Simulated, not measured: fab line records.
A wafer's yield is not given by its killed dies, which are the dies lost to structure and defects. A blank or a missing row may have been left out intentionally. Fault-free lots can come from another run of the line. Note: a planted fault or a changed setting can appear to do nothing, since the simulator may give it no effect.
What tool caused it? -- flow gf180mcu -- 13 lots, 39 wafers sampled, at 5 steps of a route of 602

== WHAT THE GAUGES READ, wafer by wafer ==
GF_V2_THK_MEAS_03. Usual: V2_CVD_02_THK typically reads 851 nm, with standard deviation 12.
lot,measured,on,V2_CVD_02_THK (nm),flag
L247,day 19 10:38,filmMetro-03,842 857 851,
L250,day 20 08:19,filmMetro-03,847 851 858,
L252,day 21 05:47,filmMetro-03,861 852 877,
L253,day 21 21:04,filmMetro-04,851 856 875,
L254,day 22 03:21,filmMetro-04,834 866 852,
L255,day 22 13:29,filmMetro-02,836 831 848,
L256,day 22 20:12,filmMetro-02,851 872 871,
L261,day 24 09:26,filmMetro-04,846 847 849,
L264,day 25 08:07,filmMetro-04,852 872 861,
L265,day 25 13:14,filmMetro-03,837 839 838,
L266,day 26 04:58,filmMetro-02,846 843 863,
L268,day 26 14:35,filmMetro-04,844 858 859,
L269,day 26 23:02,filmMetro-02,826 857 847,

GF_V2_RS_MEAS_24: a four-point-probe measurement. Usual: V2_W_RS typically reads 0.325 ohm/sq, with standard deviation 0.005.
lot,measured,on,V2_W_RS (ohm/sq),flag
L247,day 20 12:21,filmMetro-04,0.323 0.327 0.325,
L250,day 21 09:12,filmMetro-03,0.329 0.317 0.328,
L252,day 22 06:54,filmMetro-04,0.328 0.317 0.327,
L253,day 22 21:13,filmMetro-03,0.316 0.317 0.318,
L254,day 23 03:43,filmMetro-04,0.330 0.329 0.323,
L255,day 23 13:43,filmMetro-02,0.325 0.320 0.322,
L256,day 23 20:33,filmMetro-02,0.327 0.320 0.320,
L261,day 25 09:04,filmMetro-02,0.321 0.327 0.328,
L264,day 26 06:18,filmMetro-02,0.329 0.331 0.322,
L265,day 26 11:32,filmMetro-04,0.326 0.320 0.331,
L266,day 27 03:11,filmMetro-03,0.326 0.335 0.324,
L268,day 27 12:31,filmMetro-04,0.323 0.330 0.334,
L269,day 27 21:26,filmMetro-04,0.320 0.329 0.331,

GF_M3_CD_MEAS_14: target cd 280 nm. Usual: 280.2 nm for cdNm, sd 1.2.
lot,measured,on,cdNm (nm),flag
L247,day 21 13:07,cdSem-01,278.5 278.3 277.6,
L250,day 22 08:57,cdSem-01,280.1 281.1 280.9,
L252,day 23 06:39,cdSem-01,277.6 278.1 278.3,
L253,day 23 20:56,cdSem-01,293.3 293.0 293.9,OFF
L254,day 24 03:14,cdSem-01,291.1 292.2 292.1,OFF
L255,day 24 12:25,cdSem-01,281.3 280.4 280.4,
L256,day 24 18:53,cdSem-01,288.8 289.1 288.4,OFF
L261,day 26 06:58,cdSem-01,281.0 281.4 280.5,
L264,day 27 03:58,cdSem-02,280.8 280.1 281.2,
L265,day 27 07:52,cdSem-02,280.5 281.3 281.1,
L266,day 27 23:35,cdSem-02,280.5 279.7 281.5,
L268,day 28 08:24,cdSem-02,279.7 279.9 279.3,
L269,day 28 17:39,cdSem-01,281.0 281.2 281.3,

== WHAT TOOL EACH LOT RAN ON (gives the tool, then ch and the chambers of the sampled wafers, and finally the start) ==
lot,GF_V2_CVD_02,GF_M3_PEB_12
L247,"pecvd-03 ch 0,2, day 19 10:34","lithoTrack-01 ch 0, day 21 12:46"
L250,"pecvd-04 ch 0,2, day 20 08:15","lithoTrack-02 ch 0, day 22 08:36"
L252,"pecvd-03 ch 0,2, day 21 05:43","lithoTrack-02 ch 0, day 23 06:18"
L253,"pecvd-02 ch 1,2, day 21 20:59","lithoTrack-02 ch 0, day 23 20:37"
L254,"pecvd-03 ch 0,1,2, day 22 03:16","lithoTrack-02 ch 0, day 24 02:55"
L255,"pecvd-03 ch 0,2, day 22 13:25","lithoTrack-01 ch 0, day 24 12:04"
L256,"pecvd-04 ch 0,1,2, day 22 20:07","lithoTrack-02 ch 0, day 24 18:34"
L261,"pecvd-02 ch 1,2, day 24 09:22","lithoTrack-01 ch 0, day 26 06:37"
L264,"pecvd-04 ch 1,2, day 25 08:03","lithoTrack-01 ch 0, day 27 03:37"
L265,"pecvd-02 ch 0,1,2, day 25 13:10","lithoTrack-04 ch 0, day 27 07:31"
L266,"pecvd-02 ch 0,1, day 26 04:53","lithoTrack-04 ch 0, day 27 23:15"
L268,"pecvd-03 ch 0,1, day 26 14:29","lithoTrack-01 ch 0, day 28 08:05"
L269,"pecvd-03 ch 1,2, day 26 22:57","lithoTrack-01 ch 0, day 28 17:20"
- GF_V2_CVD_02: deposits SiO2 from TEOS, target thk 850 nm, time 94.851 s.
- GF_M3_PEB_12: peb time 90 s.

== AS READ BY THE TOOLS THEMSELVES (means over the sampled wafers that have a number; for cases with no such wafer, the mark the record gives instead) ==
GF_V2_CVD_02. Usual: heaterPowerW 665 W, standard deviation 99; susceptorTempC 400.01 C, standard deviation 0.22.
lot,tool,heaterPowerW (W),susceptorTempC (C),flag
L247,pecvd-03,604,399.94,
L250,pecvd-04,558,399.98,
L252,pecvd-03,667,399.89,
L253,pecvd-02,710,400.10,
L254,pecvd-03,746,400.09,
L255,pecvd-03,619,400.06,
L256,pecvd-04,639,399.70,
L261,pecvd-02,674,399.94,
L264,pecvd-04,676,399.99,
L265,pecvd-02,635,400.11,
L266,pecvd-02,673,399.99,
L268,pecvd-03,685,400.22,
L269,pecvd-03,672,400.24,

GF_M3_PEB_12. Usual: heaterPowerTotalW 85.70 W, standard deviation 0.087; plateTempC 134.98 C, standard deviation 0.16; resistLineTempC 23.00 C, standard deviation 0.11.
lot,tool,heaterPowerTotalW (W),plateTempC (C),resistLineTempC (C),flag
L247,lithoTrack-01,85.76,134.87,22.96,
L250,lithoTrack-02,85.67,134.79,23.05,
L252,lithoTrack-02,85.73,134.91,23.00,
L253,lithoTrack-02,82.54,131.45,23.06,OFF
L254,lithoTrack-02,82.52,131.14,23.00,OFF
L255,lithoTrack-01,85.66,134.89,23.02,
L256,lithoTrack-02,82.49,131.04,23.05,OFF
L261,lithoTrack-01,85.67,135.01,22.88,
L264,lithoTrack-01,85.75,134.75,22.93,
L265,lithoTrack-04,85.69,134.97,23.17,
L266,lithoTrack-04,85.73,134.89,22.96,
L268,lithoTrack-01,85.76,135.04,23.04,
L269,lithoTrack-01,85.79,134.84,23.00,

== THE ANSWER, worked out from the rows above alone ==
Rule: a lot is off if the mean of its wafers that have a number lies more than 3 standard deviations from the usual mean. Also off: a lot with no number at a reading for which 4 or more lots have one. Any other lot the step has rows for is counted as sound. After the gauges, taken in route order, come the tools' own readings; for these a lot's mean is taken, as printed above. The first step at which some lot is off is used, and at that step the reading that is off furthest; a lot without a number counts as furthest.
Off: L253, L254, L256 (GF_M3_CD_MEAS_14, cdNm).
A tool fits if, at a process step before that reading, it ran every lot that is off, and no sound lot after the first of them. The gauges at GF_M3_CD_MEAS_14 aren't tried: what is off there is off at GF_M3_PEB_12 too, on other tools, and a gauge's error can't cause that. One fits: GF_M3_PEB_12 on lithoTrack-02. Its last sound lot is L252 (day 23 06:18), its first lot that is off L253 (day 23 20:37): a fault that began between those two fits.
The tool's own readings at GF_M3_PEB_12 bear it out: on the lots that are off they differ by more than 5 times the standard deviation of the sound lots' means. heaterPowerTotalW reads 82.52 W there against 85.72 W on the sound lots; plateTempC reads 131.21 C there against 134.90 C on the sound lots.

== WHAT THE SIMULATOR PUT IN ==
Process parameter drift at GF_M3_PEB_12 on lithoTrack-02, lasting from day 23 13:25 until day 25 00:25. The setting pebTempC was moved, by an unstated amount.
Shown lots that were struck: L253, L254, L256. The rule given above showed the same thing.
